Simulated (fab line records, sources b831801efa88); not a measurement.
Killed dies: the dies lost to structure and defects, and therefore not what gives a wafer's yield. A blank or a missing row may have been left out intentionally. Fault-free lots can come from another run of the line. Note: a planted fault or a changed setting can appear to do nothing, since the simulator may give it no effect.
fab line records	flow sky130
[record] lots = 6	wafers = 18	last-day = 50
route steps=708 shown POLY_GATE@227 LDD_N@237 PAD_OPEN@708
lots untouched by any fault: they come from a run of this same line in which no faults occurred
start-h: hours from the record's first day to the start of the lot's first wafer shown	wait-h: how many hours have passed since the lot's step before this one	" repeats the value in the row above	L1.1+2: one row covering several wafers at once	- value missing, or start not given	* or withheld: withheld	< > ~ a bound
route shown NAME@n: a module of which the file shows steps, and the number in the route of the first	usual: mean and standard deviation over wafers with no fault	same: alike in all rows	chamber/n: place in a boat	sites: the reading at each site	_std_site: standard deviation of those values	_edge_site: inner sites' mean taken away from outer sites' mean	radius-mm: how far each site lies from the wafer's centre	mask NAME#n: copy n	behind: the most recent tool/chamber to have shaped the wafer	hold: why the lot went on hold/how many hours it stayed there/how the hold came to an end	device: names the non-switching transistor (n, p or np)	end of line: the same wafers' tests at the end of the route	a step given without rows: its recipe and nothing more	killed: not the wafer's yield, but the dies lost to structure and defects at the first sort	map: a wafer's dies, marking killed ones x, the rest . and places with no die _
set.NAME: the setting as run; set.NAME@STEP: as run at that earlier step	model.NAME: the simulator's own value behind a step, which no gauge read
certain route steps with their lots: each step a table, each wafer a row
services: the hour from which a tool's chamber was out of use, counted from the record's first day as start-h (under 0 if before that day), plus the number of hours and why
[[steps]]
[step SKY_POLY_GATE_CD_MEAS_13]
[recipe] target-cd-nm = 150
[usual] cd-nm = 149.8/1.5
lot.wafer	tool	chamber	start-h	wait-h	cd-nm
L384.2	cd-sem-01	-	366.05	-	151.0
L384.3	"	-	"	"	151.5
L384.6	"	-	"	"	150.9
L391.2	cd-sem-02	-	432.90	-	150.7
L391.3	"	-	"	"	149.4
L391.5	"	-	"	"	148.5
L395.1	cd-sem-02	-	474.88	-	150.4
L395.2	"	-	"	"	148.4
L395.6	"	-	"	"	149.5
L396.3	cd-sem-02	-	480.56	-	150.0
L396.5	"	-	"	"	151.6
L396.6	"	-	"	"	151.2
L405.1	cd-sem-02	-	561.32	-	149.7
L405.4	"	-	"	"	149.6
L405.5	"	-	"	"	149.0
L407.1	cd-sem-02	-	576.77	-	150.3
L407.5	"	-	"	"	149.8
L407.6	"	-	"	"	150.0
[step SKY_POLY_GATE_OVL_MEAS_14]
[usual] POLY_GATE_OVL = -2/5.1
lot.wafer	tool	chamber	start-h	wait-h	POLY_GATE_OVL[nm]
L384.2	overlay-02	-	366.16	0.1	-6
L384.3	"	-	"	"	-10
L384.6	"	-	"	"	-5
L391.2	overlay-02	-	433.01	0.1	-4
L391.3	"	-	"	"	-4
L391.5	"	-	"	"	-6
L395.1	overlay-02	-	475.00	0.1	-1
L395.2	"	-	"	"	-8
L395.6	"	-	"	"	-11
L396.3	overlay-02	-	480.65	0.1	1
L396.5	"	-	"	"	-7
L396.6	"	-	"	"	-2
L405.1	overlay-02	-	561.44	0.1	-7
L405.4	"	-	"	"	-4
L405.5	"	-	"	"	-10
L407.1	overlay-02	-	576.89	0.1	-7
L407.5	"	-	"	"	-9
L407.6	"	-	"	"	-6
[step SKY_POLY_GATE_ETCH_15]
[recipe] chemistry = N2/H2	target = BARC	ion-energy-ev = 200	source-w = 500	bias-w = 100	pressure-mtorr = 30	n2-flow-sccm = 100	h2-flow-sccm = 200	stop-on = SiO2	time-s = 118.5	target-depth-a = 1100
[usual] drypump-motor-current-A = 5.6/0.43	oes-product-au = 0.716/0.0044	throttle-valve-pct = 13.213/0.0094
lot.wafer	tool	chamber	start-h	wait-h	drypump-motor-current-A	oes-product-au	rf-hours-counter-h	throttle-valve-pct
L384.2	rie-diel-04	0	366.19	0.0	5.1	0.713	78	13.225
L384.3	"	2	"	"	5.8	0.712	5	13.219
L384.6	"	2	"	"	5.8	0.712	-	13.220
L391.2	rie-diel-02	3	433.04	0.0	5.9	0.715	24	13.209
L391.3	"	1	"	"	5.6	0.713	2	13.230
L391.5	"	1	"	"	5.6	0.712	-	13.228
L395.1	rie-diel-02	1	475.04	0.0	5.5	0.718	3	13.219
L395.2	"	3	"	"	5.9	0.714	25	13.203
L395.6	"	0	"	"	5.1	0.715	-	13.215
L396.3	rie-diel-02	2	480.68	0.0	5.3	0.711	12	13.207
L396.5	"	0	"	"	5.1	0.706	-	13.219
L396.6	"	1	"	"	5.5	0.719	-	13.204
L405.1	rie-diel-02	1	561.48	0.0	5.6	0.714	5	13.211
L405.4	"	0	"	"	5.1	0.717	3	13.212
L405.5	"	3	"	"	6.0	0.705	-	13.203
L407.1	rie-diel-03	0	576.93	0.0	6.3	0.714	29	13.217
L407.5	"	3	"	"	5.7	0.714	-	13.204
L407.6	"	2	"	"	6.2	0.713	-	13.204
[step SKY_POLY_GATE_ETCH_16]
[recipe] stop-on = poly-Si	chemistry = CH3F/O2	target = Si3N4	source-w = 400	bias-w = 80	pressure-mtorr = 25	ch3f-flow-sccm = 40	O2_flow_sccm = 30	time-s = 147.5	target-depth-a = 750
[usual] drypump-motor-current-A = 5.6/0.43	oes-product-au = 0.641/0.0056	throttle-valve-pct = 10.537/0.0093
lot.wafer	tool	chamber	start-h	wait-h	drypump-motor-current-A	oes-product-au	rf-hours-counter-h	throttle-valve-pct
L384.2	rie-diel-04	0	366.27	0.0	5.1	0.629	78	10.537
L384.3	"	2	"	"	5.8	0.631	5	10.540
L384.6	"	2	"	"	5.8	0.645	-	10.534
L391.2	rie-diel-02	3	433.12	0.0	5.9	0.640	24	10.528
L391.3	"	1	"	"	5.5	0.644	2	10.546
L391.5	"	1	"	"	5.6	0.637	-	10.543
L395.1	rie-diel-02	1	475.12	0.0	5.5	0.653	3	10.530
L395.2	"	3	"	"	5.9	0.641	25	10.526
L395.6	"	0	"	"	5.1	0.646	-	10.525
L396.3	rie-diel-02	2	480.76	0.0	5.3	0.640	12	10.529
L396.5	"	0	"	"	5.1	0.641	-	10.525
L396.6	"	1	"	"	5.5	0.645	-	10.528
L405.1	rie-diel-02	1	561.56	0.0	5.5	0.633	5	10.535
L405.4	"	0	"	"	5.1	0.637	3	10.551
L405.5	"	3	"	"	5.9	0.635	-	10.535
L407.1	rie-diel-03	0	577.01	0.0	6.2	0.647	29	10.531
L407.5	"	3	"	"	5.6	0.645	-	10.550
L407.6	"	2	"	"	6.2	0.645	-	10.542
[step SKY_POLY_GATE_ETCH_17]
[recipe] target-depth-nm = 180	stop-on = SiO2	over-etch-frac = 0.56667	chemistry = HBr/Cl2	target = poly-Si	icp-w = 400	bias-w = 100	pressure-mtorr = 10	HBr_flow_sccm = 150	Cl2_flow_sccm = 50	time-s = 70.5
[usual] drypump-motor-current-A = 5.9/0.36	oes-product-au = 0.989/0.0086	throttle-valve-pct = 33.683/0.0094
lot.wafer	tool	chamber	start-h	wait-h	drypump-motor-current-A	oes-product-au	rf-hours-counter-h	throttle-valve-pct
L384.2	rie-si-02	0	366.37	0.0	6.1	0.983	4	33.682
L384.3	"	2	"	"	6.4	0.985	5	33.681
L384.6	"	1	"	"	6.2	0.992	-	33.684
L391.2	rie-si-01	3	433.22	0.0	5.4	0.998	4	33.680
L391.3	"	1	"	"	5.6	0.997	4	33.683
L391.5	"	2	"	"	5.9	0.986	-	33.670
L395.1	rie-si-02	2	475.22	0.0	6.4	0.992	6	33.693
L395.2	"	3	"	"	5.4	0.987	24	33.668
L395.6	"	1	"	"	6.2	0.992	-	33.681
L396.3	rie-si-01	3	480.86	0.0	5.4	0.983	5	33.686
L396.5	"	2	"	"	5.9	0.971	-	33.689
L396.6	"	1	"	"	5.6	0.982	-	33.692
L405.1	rie-si-02	2	561.66	0.0	6.4	0.995	6	33.688
L405.4	"	1	"	"	6.2	0.984	2	33.677
L405.5	"	2	"	"	6.4	0.992	-	33.686
L407.1	rie-si-02	1	577.11	0.0	6.2	0.980	2	33.699
L407.5	"	0	"	"	6.1	0.984	-	33.690
L407.6	"	1	"	"	6.2	0.976	-	33.700
[step SKY_POLY_GATE_STRIP_18]
[recipe] chemistry = O2/N2	power-w = 1400	pressure-mtorr = 1500	platen-temp-c = withheld	o2-flow-sccm = 3000	n2-flow-sccm = 300	overash-fraction = 0.5
[usual] drypump-motor-current-A = 5.4/0.46	oes-product-au = 0.360/0.0047	strip-time-to-endpoint-s = 3.144/0.029
lot.wafer	tool	chamber	start-h	wait-h	drypump-motor-current-A	oes-product-au	rf-hours-counter-h	strip-time-to-endpoint-s
L384.2	plasma-asher-01	0	366.43	0.0	4.9	0.358	69	3.146
L384.3	"	1	"	"	5.1	0.362	-	3.115
L384.6	"	0	"	"	4.9	0.352	-	3.145
L391.2	plasma-asher-01	1	433.28	0.0	5.1	0.355	75	3.121
L391.3	"	1	"	"	5.1	0.358	-	3.156
L391.5	"	0	"	"	4.9	0.352	-	3.176
L395.1	plasma-asher-03	0	475.28	0.0	5.5	0.358	67	3.216
L395.2	"	1	"	"	5.4	0.362	67	3.180
L395.6	"	1	"	"	5.3	0.360	-	3.163
L396.3	plasma-asher-03	0	480.95	0.1	5.5	0.360	-	3.215
L396.5	"	1	"	"	5.3	0.356	-	3.192
L396.6	"	0	"	"	5.5	0.357	-	3.176
L405.1	plasma-asher-01	0	561.72	0.0	4.9	0.361	88	3.149
L405.4	"	0	"	"	4.9	0.354	-	3.136
L405.5	"	1	"	"	5.1	0.365	-	3.111
L407.1	plasma-asher-01	0	577.16	0.0	4.9	0.360	90	3.129
L407.5	"	1	"	"	5.1	0.358	-	3.133
L407.6	"	0	"	"	4.9	0.363	-	3.181
[step SKY_POLY_GATE_CLEAN_19]
[recipe] chemistry = SC1/SC2	mix = 1:4:20	temp-c = 70	time-s = 150	dry = n2-spin
[step SKY_POLY_GATE_OXIDATION_20]
[recipe] temp-c = 850	ambient = O2	stabilise-s = 600	purge-s = 300	target-thk-a = 40	ox-time-s = 899
[step SKY_POLY_GATE_THK_MEAS_21]
[recipe] reads = SiO2_of_POLY_GATE_OXIDATION_20
[usual] POLY_GATE_OXIDATION_THK = 4.01/0.069
lot.wafer	tool	chamber	start-h	wait-h	POLY_GATE_OXIDATION_THK[nm]
L384.2	film-metro-01	-	369.19	0.0	4.07
L384.3	"	-	"	"	4.05
L384.6	"	-	"	"	4.02
L391.2	film-metro-04	-	437.69	0.0	4.03
L391.3	"	-	"	"	3.87
L391.5	"	-	"	"	3.94
L395.1	film-metro-03	-	476.68	0.0	4.11
L395.2	"	-	"	"	4.03
L395.6	"	-	"	"	4.08
L396.3	film-metro-03	-	482.50	0.0	3.94
L396.5	"	-	"	"	4.00
L396.6	"	-	"	"	3.90
L405.1	film-metro-03	-	563.12	0.0	4.05
L405.4	"	-	"	"	4.08
L405.5	"	-	"	"	4.02
L407.1	film-metro-04	-	578.57	0.0	3.91
L407.5	"	-	"	"	4.04
L407.6	"	-	"	"	3.91
[step SKY_POLY_GATE_CD_MEAS_22]
[usual] cd-nm = 150.0/2.2
lot.wafer	tool	chamber	start-h	wait-h	cd-nm
L384.2	cd-sem-01	-	369.27	0.1	151.5
L384.3	"	-	"	"	152.3
L384.6	"	-	"	"	151.1
L391.2	cd-sem-02	-	437.77	0.1	148.7
L391.3	"	-	"	"	151.3
L391.5	"	-	"	"	149.7
L395.1	cd-sem-02	-	476.74	0.1	150.8
L395.2	"	-	"	"	147.9
L395.6	"	-	"	"	148.5
L396.3	cd-sem-01	-	482.60	0.1	150.3
L396.5	"	-	"	"	151.3
L396.6	"	-	"	"	152.4
L405.1	cd-sem-02	-	563.18	0.1	149.3
L405.4	"	-	"	"	148.7
L405.5	"	-	"	"	148.6
L407.1	cd-sem-01	-	578.63	0.1	147.7
L407.5	"	-	"	"	146.5
L407.6	"	-	"	"	148.1
[step SKY_LDD_N_DEHYDRATE_00]
[recipe] temp-c = 200	time-s = 60
[step SKY_LDD_N_HMDS_01]
[recipe] prime-time-s = 60	prime-temp-c = 120
[step SKY_LDD_N_COAT_02]
[recipe] resist = NOVOLAK	spin-rpm = 3000	resist-thk-nm = 300
[usual] dispense-pressure-kPa = 51/6.4	exhaust-pa = 44.9/0.88	spin-speed-rpm = 2999.7/1.7
lot.wafer	tool	chamber	start-h	wait-h	dispense-pressure-kPa	exhaust-pa	spin-speed-rpm	model.NOVOLAK_of_LDD_N_COAT_02.thk-nm
L384.2	litho-track-02	0	383.38	0.1	56	44.6	2999.0	300.5
L384.3	"	0	"	"	56	44.6	2998.4	300.3
L384.6	"	0	"	"	56	45.0	2998.4	299.5
L391.2	litho-track-01	0	452.45	0.1	43	45.0	2997.5	299.1
L391.3	"	0	"	"	43	44.3	2998.8	300.2
L391.5	"	0	"	"	43	43.3	3001.2	300.4
L395.1	litho-track-01	0	490.87	0.1	43	44.2	2593.2	323
L395.2	"	0	"	"	43	44.7	2590.7	323.7
L395.6	"	0	"	"	43	44.9	2591.7	324
L396.3	litho-track-01	0	497.87	0.1	43	44.4	2590.7	323.2
L396.5	"	0	"	"	43	46.2	2592.6	323
L396.6	"	0	"	"	43	44.6	2591.4	323.5
L405.1	litho-track-02	0	577.46	0.1	56	45.0	2997.1	299.8
L405.4	"	0	"	"	56	44.8	2998.5	300.1
L405.5	"	0	"	"	56	44.0	2997.5	301.1
L407.1	litho-track-02	0	594.06	0.1	56	45.6	3002.5	300.9
L407.5	"	0	"	"	56	45.7	2999.5	301.2
L407.6	"	0	"	"	56	45.8	2999.9	301.8
[step SKY_LDD_N_SOFTBAKE_03]
[recipe] temp-c = 90	time-s = 60	resist = NOVOLAK
[step SKY_LDD_N_EXPOSE_04]
[recipe] mask-id = NTM	target-cd-nm = 840	na = 0.6	source-shape = conventional	sigma-outer = 0.6	dose-mj = 110
[step SKY_LDD_N_PEB_05]
[recipe] temp-c = withheld	time-s = *	resist = NOVOLAK
[step SKY_LDD_N_DEVELOP_06]
[recipe] develop-time-s = 60	dev-temp-c = 23
[usual] developer-temp-C = 23.00/0.11	exhaust-pa = 44.9/0.89
lot.wafer	tool	chamber	start-h	wait-h	developer-temp-C	exhaust-pa	model.NOVOLAK_of_LDD_N_COAT_02.thk-nm
L384.2	litho-track-02	0	397.73	0.1	22.95	45.2	300.1
L384.3	"	0	"	"	23.11	44.0	299.9
L384.6	"	0	"	"	22.92	44.3	299.1
L391.2	litho-track-01	0	468.40	0.1	22.97	44.8	298.6
L391.3	"	0	"	"	22.87	44.1	299.8
L391.5	"	0	"	"	23.08	43.9	300
L395.1	litho-track-01	0	506.12	0.1	23.01	44.9	322.6
L395.2	"	0	"	"	23.13	44.1	323.2
L395.6	"	0	"	"	23.04	45.4	323.6
L396.3	litho-track-01	0	513.17	0.1	23.13	43.8	322.8
L396.5	"	0	"	"	22.93	45.5	322.6
L396.6	"	0	"	"	22.83	45.0	323.1
L405.1	litho-track-02	0	592.01	0.1	23.02	46.5	299.4
L405.4	"	0	"	"	23.02	45.8	299.7
L405.5	"	0	"	"	22.96	45.8	300.7
L407.1	litho-track-02	0	608.61	0.1	22.77	45.0	300.5
L407.5	"	0	"	"	22.90	45.2	300.8
L407.6	"	0	"	"	22.80	44.3	301.4
[step SKY_LDD_N_OVL_MEAS_07]
[usual] LDD_N_OVL = -1.1/1.4
lot.wafer	tool	chamber	start-h	wait-h	LDD_N_OVL[nm]
L384.2	overlay-01	-	397.86	0.1	-0.4
L384.3	"	-	"	"	1.5
L384.6	"	-	"	"	1.5
L391.2	overlay-02	-	468.53	0.1	-2.8
L391.3	"	-	"	"	-2.5
L391.5	"	-	"	"	-1.3
L395.1	overlay-02	-	506.27	0.1	-0.7
L395.2	"	-	"	"	-1.3
L395.6	"	-	"	"	-1.2
L396.3	overlay-02	-	513.29	0.1	-1.8
L396.5	"	-	"	"	-1.8
L396.6	"	-	"	"	-0.1
L405.1	overlay-02	-	592.16	0.1	0.3
L405.4	"	-	"	"	1.6
L405.5	"	-	"	"	0.9
L407.1	overlay-01	-	608.76	0.1	-2.2
L407.5	"	-	"	"	-0.5
L407.6	"	-	"	"	-1.0
[step SKY_LDD_N_IMPLANT_08]
[recipe] species = As	energy-kev = 20	dose-cm2 = 7.5e+13	tilt-deg = withheld	rotation-deg = 23
[step SKY_LDD_N_IMPLANT_09]
[recipe] species = As	energy-kev = 20	dose-cm2 = 7.5e+13	tilt-deg = withheld	rotation-deg = 113
[step SKY_LDD_N_IMPLANT_10]
[recipe] species = As	energy-kev = 20	dose-cm2 = 7.5e+13	tilt-deg = withheld	rotation-deg = 203
[step SKY_LDD_N_IMPLANT_11]
[recipe] species = As	energy-kev = 20	dose-cm2 = 7.5e+13	tilt-deg = withheld	rotation-deg = 293
[step SKY_LDD_N_IMPLANT_12]
[recipe] species = BF2	energy-kev = 50	dose-cm2 = 5e+12	tilt-deg = 30	rotation-deg = 0
[step SKY_LDD_N_IMPLANT_13]
[recipe] species = BF2	energy-kev = 50	dose-cm2 = 5e+12	tilt-deg = 30	rotation-deg = 90
[step SKY_LDD_N_IMPLANT_14]
[recipe] species = BF2	energy-kev = 50	dose-cm2 = 5e+12	tilt-deg = 30	rotation-deg = 180
[step SKY_LDD_N_IMPLANT_15]
[recipe] species = BF2	energy-kev = 50	dose-cm2 = 5e+12	tilt-deg = 30	rotation-deg = 270
[step SKY_LDD_N_STRIP_16]
[recipe] chemistry = O2/N2	power-w = 1400	pressure-mtorr = 1500	platen-temp-c = withheld	o2-flow-sccm = 3000	n2-flow-sccm = 300	overash-fraction = 0.5
[usual] drypump-motor-current-A = 5.3/0.38	oes-product-au = 0.406/0.0046	strip-time-to-endpoint-s = 4.319/0.015
lot.wafer	tool	chamber	start-h	wait-h	drypump-motor-current-A	oes-product-au	rf-hours-counter-h	strip-time-to-endpoint-s
L384.2	plasma-asher-03	0	399.09	0.1	5.5	0.404	59	4.328
L384.3	"	0	"	"	5.5	0.411	-	4.329
L384.6	"	1	"	"	5.3	0.400	-	4.313
L391.2	plasma-asher-01	0	469.76	0.1	4.9	0.407	79	4.290
L391.3	"	1	"	"	5.1	0.411	-	4.303
L391.5	"	1	"	"	5.1	0.404	-	4.320
L395.1	plasma-asher-04	1	507.51	0.1	4.7	0.418	37	4.614
L395.2	"	0	"	"	5.9	0.413	37	4.614
L395.6	"	0	"	"	5.9	0.413	-	4.621
L396.3	plasma-asher-04	0	514.54	0.1	5.9	0.416	-	4.622
L396.5	"	1	"	"	4.7	0.414	-	4.630
L396.6	"	0	"	"	5.9	0.418	-	4.633
L405.1	plasma-asher-04	1	593.39	0.1	4.7	0.408	46	4.312
L405.4	"	1	"	"	4.7	0.396	-	4.331
L405.5	"	0	"	"	5.9	0.410	-	4.325
L407.1	plasma-asher-01	0	609.99	0.1	4.9	0.402	93	4.327
L407.5	"	0	"	"	4.9	0.406	-	4.334
L407.6	"	1	"	"	5.2	0.411	-	4.334
[step SKY_LDD_N_TW_MEAS_17]
[usual] LDD_N_TW = 2582/12
lot.wafer	tool	chamber	start-h	wait-h	LDD_N_TW
L384.2	film-metro-03	-	399.20	0.1	2600
L384.3	"	-	"	"	2583
L384.6	"	-	"	"	2611
L391.2	film-metro-02	-	469.87	0.1	2571
L391.3	"	-	"	"	2573
L391.5	"	-	"	"	2574
L395.1	film-metro-01	-	507.61	0.1	2584
L395.2	"	-	"	"	2567
L395.6	"	-	"	"	2564
L396.3	film-metro-02	-	514.63	0.1	2604
L396.5	"	-	"	"	2582
L396.6	"	-	"	"	2587
L405.1	film-metro-02	-	593.49	0.1	2598
L405.4	"	-	"	"	2580
L405.5	"	-	"	"	2577
L407.1	film-metro-01	-	610.09	0.1	2589
L407.5	"	-	"	"	2594
L407.6	"	-	"	"	2592
[step SKY_PAD_OPEN_PROBE_99]
[usual] killed_at_M0_to_M3 = 43/7.1	killed_at_M4_up = 3.1/1.7	killed-at-contacts = 23/5.1	killed-at-front-end = 14/4.4	killed-at-other = 0.3/0.47	killed-dies = 84/9.9	killed-open = 45/6.6	killed-short = 38/6.8
[same] gross-dies = 492	killed-at-back-side = 0
lot.wafer	tool	chamber	start-h	wait-h	killed_at_M0_to_M3	killed_at_M4_up	killed-at-contacts	killed-at-front-end	killed-at-other	killed-dies	killed-open	killed-short
L384.2	prober-02	-	1075.50	0.1	44	4	33	11	1	93	51	42
L384.3	prober-02	-	1075.55	0.2	43	1	20	18	0	82	41	41
L384.6	prober-02	-	1075.70	0.2	44	3	29	9	0	85	46	39
L405.1	prober-02	-	1197.27	0.1	44	6	19	9	1	79	42	37
L405.4	prober-02	-	1197.42	0.2	36	1	14	20	0	71	35	36
L405.5	prober-02	-	1197.47	0.2	44	3	22	18	0	87	59	28
// killed by level:class
L384.2 CONTACT:geometric-particle:open=13 LI_CONTACT:geometric-particle:open=9 VIA1:geometric-particle:open=9 CONTACT:geometric-particle:short=6 VIA2:geometric-particle:open=6 METAL1:geometric-particle:short=5 VIA3:geometric-particle:open=5 VIA2:geometric-particle:short=4
L384.3 VIA1:geometric-particle:open=9 METAL1:geometric-particle:short=8 FIELD_ISO:geometric-particle:open=6 CONTACT:geometric-particle:open=6 POLY_GATE:geometric-particle:short=6 METAL2:geometric-particle:short=5 VIA3:geometric-particle:open=5 LI_CONTACT:geometric-particle:open=4
L384.6 CONTACT:geometric-particle:open=9 LI_CONTACT:geometric-particle:open=8 VIA1:geometric-particle:open=7 VIA2:geometric-particle:open=6 METAL1:geometric-particle:short=6 METAL2:geometric-particle:short=5 FIELD_ISO:geometric-particle:short=4 LI_CONTACT:geometric-particle:short=4
L405.1 VIA1:geometric-particle:open=14 VIA2:geometric-particle:open=8 CONTACT:geometric-particle:open=6 VIA1:geometric-particle:short=6 CONTACT:geometric-particle:short=5 FIELD_ISO:geometric-particle:open=4 METAL4:geometric-particle:short=4 METAL1:geometric-particle:short=4
L405.4 VIA1:geometric-particle:short=7 VIA1:geometric-particle:open=7 FIELD_ISO:geometric-particle:short=5 FIELD_ISO:geometric-particle:open=5 CONTACT:geometric-particle:open=5 VIA3:geometric-particle:open=4 POLY_GATE:geometric-particle:open=4 LI_CONTACT:geometric-particle:open=4
L405.5 VIA1:geometric-particle:open=14 VIA3:geometric-particle:open=7 CONTACT:geometric-particle:open=7 VIA2:geometric-particle:open=7 FIELD_ISO:geometric-particle:open=6 LI_CONTACT:geometric-particle:open=6 POLY_GATE:geometric-particle:short=5 LOCAL_INTERCONNECT:geometric-particle:short=5
[[services]]
tool	chamber	start-h	hours	kind
plasma-asher-04	-	345.64	1.3	repair
plasma-asher-04	-	365.37	24.4	repair
rie-diel-04	2	369.65	1.3	repair
rie-diel-02	3	370.76	7.5	repair
rie-diel-04	-	370.78	2.8	pm
rie-si-01	3	374.53	21.8	repair
rie-diel-02	0	378.23	-	clean
rie-diel-02	0	378.23	29.6	scheduled-down
rie-diel-02	0	378.23	29.6	vent-cycle
rie-si-01	-	379.28	14.6	pm
rie-diel-04	-	380.60	14.6	pm
plasma-asher-01	-	408.87	9.4	repair
plasma-asher-04	-	419.74	0.4	repair
rie-diel-02	0	431.47	5.0	repair
plasma-asher-03	-	461.51	1.4	repair
rie-si-01	3	463.91	2.7	repair
rie-diel-02	-	511.69	2.8	pm
rie-si-01	1	515.00	10.7	repair
rie-diel-03	-	570.12	0.7	repair
rie-diel-02	0	577.41	20.1	repair
plasma-asher-01	-	578.85	2.8	pm
plasma-asher-01	-	591.32	3.3	repair
plasma-asher-03	-	601.09	52.7	repair
rie-diel-03	0	602.01	1.2	repair
[[key]]
[first-sign] step = SKY_LDD_N_COAT_02	reading = spin-speed-rpm	direction = down	sigmas = 99+	usual = 2999.7	struck = 2591.7
[effect] step = SKY_LDD_N_STRIP_16	reading = strip-time-to-endpoint-s	direction = up	sigmas = 20	usual = *	struck = *
[model-effect] step = SKY_LDD_N_COAT_02	value = NOVOLAK_of_LDD_N_COAT_02.thk-nm	without = 300.6	struck = 323.4
[model-effect] step = SKY_LDD_N_DEVELOP_06	value = NOVOLAK_of_LDD_N_COAT_02.thk-nm	without = 300.2	struck = 323
met-at SKY_LDD_N_COAT_02
struck-wafers L395.1,L395.2,L395.6,L396.3,L396.5,L396.6
tester-left-out L395,L396
onset-between 452.45 490.87
[fault] kind = process-parameter-drift	tool = litho-track-01	chamber = -	onset-h = 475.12	steps = SKY_LDD_N_COAT_02	channel = spin-rpm	offset = -407.79	shape = step	end-h = 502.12	acts-in = these-recipes-only	stated = 3000
// tester-left-out: of these lots the tester's yield and bins aren't shown, on N5 and GAA mostly nor the transistor test; their killed dies are dies lost to structure and defects alone, not to doping, threshold or leakage, so they don't give the yield
